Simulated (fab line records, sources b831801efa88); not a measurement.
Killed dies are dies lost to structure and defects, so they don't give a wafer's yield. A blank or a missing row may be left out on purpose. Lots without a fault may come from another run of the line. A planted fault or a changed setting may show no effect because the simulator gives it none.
Problem report in the 8D (eight disciplines) form, filled by code | flow gf180mcu | the parts of the form that need people (team, actions taken, sign-off) are left out

1. THE PROBLEM
V5_CVD_00_THK at GF_V5_THK_MEAS_01 reads a mean of 251 nm on 6 wafers of 2 lots; wafers without a fault read 314 nm with a standard deviation of 3.6. That is -18 standard deviations from the usual mean.
First seen on wafer L511.1, day 32 05:26, on film_metro-03. The record holds 36 wafers of 12 lots with a number at this step. Rule for "out", or "out of limits": more than 4 standard deviations from the usual mean. The other wafers with a number count as sound.

2. WHAT IT IS AND WHAT IT IS NOT
question                    | is                           | is not
which readings at this step | V5_CVD_00_THK                | -
which lots                  | L511, L513                   | L492, L493, L494, L495, L496, L498, L501, L503, L505, L507
which wafers of those lots  | all that have a number       | -
read on which gauges        | film_metro-03, film_metro-04 | film_metro-02
when                        | from day 32 05:26            | up to then (30 sound wafers)

3. SUSPECTS, AND WHAT RULES EACH OUT
Counting: a tool at a process step up to the reading stays a suspect if it ran every lot that is out and no sound lot after the first of them.
- the gauge at GF_V5_THK_MEAS_01: ruled out. The wafers that are out were read on 2 gauges (film_metro-03, film_metro-04).
- hdpcvd-01 at GF_V5_CVD_00 (deposits SiO2, target thk 300 nm, time 52.32 s): kept. It ran every lot that is out, first L511 (day 32 05:24), and no sound lot after that; its last sound lot up to then is L507 (day 31 03:18).
Left after counting: hdpcvd-01 at GF_V5_CVD_00.

4. THE CAUSE (what the simulator had put in)
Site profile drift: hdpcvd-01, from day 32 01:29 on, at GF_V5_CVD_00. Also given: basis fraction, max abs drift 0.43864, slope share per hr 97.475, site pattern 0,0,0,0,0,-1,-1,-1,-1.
Counting left only this tool.

5. THE CHAIN OF EFFECTS, in route order
Each row: a reading whose mean over the struck wafers that have a number lies more than 3 standard deviations from the usual. Only readings for which the record gives a usual standard deviation are gone through. hours: the time from each lot's start at the first step in this table that gives one to its start at this step, as a median over the lots. sigmas: the change in usual standard deviations.
hours | step              | reading       | usual  | on struck wafers | change | sigmas
0     | GF_V5_THK_MEAS_01 | V5_CVD_00_THK | 314 nm | 251              | -63    | -18

6. WHAT WOULD HAVE CAUGHT IT SOONER
In this record the first reading out of limits at a measuring or inspecting step was taken at day 32 05:26, 4 hours after the fault began at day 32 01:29.
Of the lots that are out (2), L513 began GF_V5_CVD_00 on hdpcvd-01 after day 32 05:26. A hold on the tool at that time would have spared it.
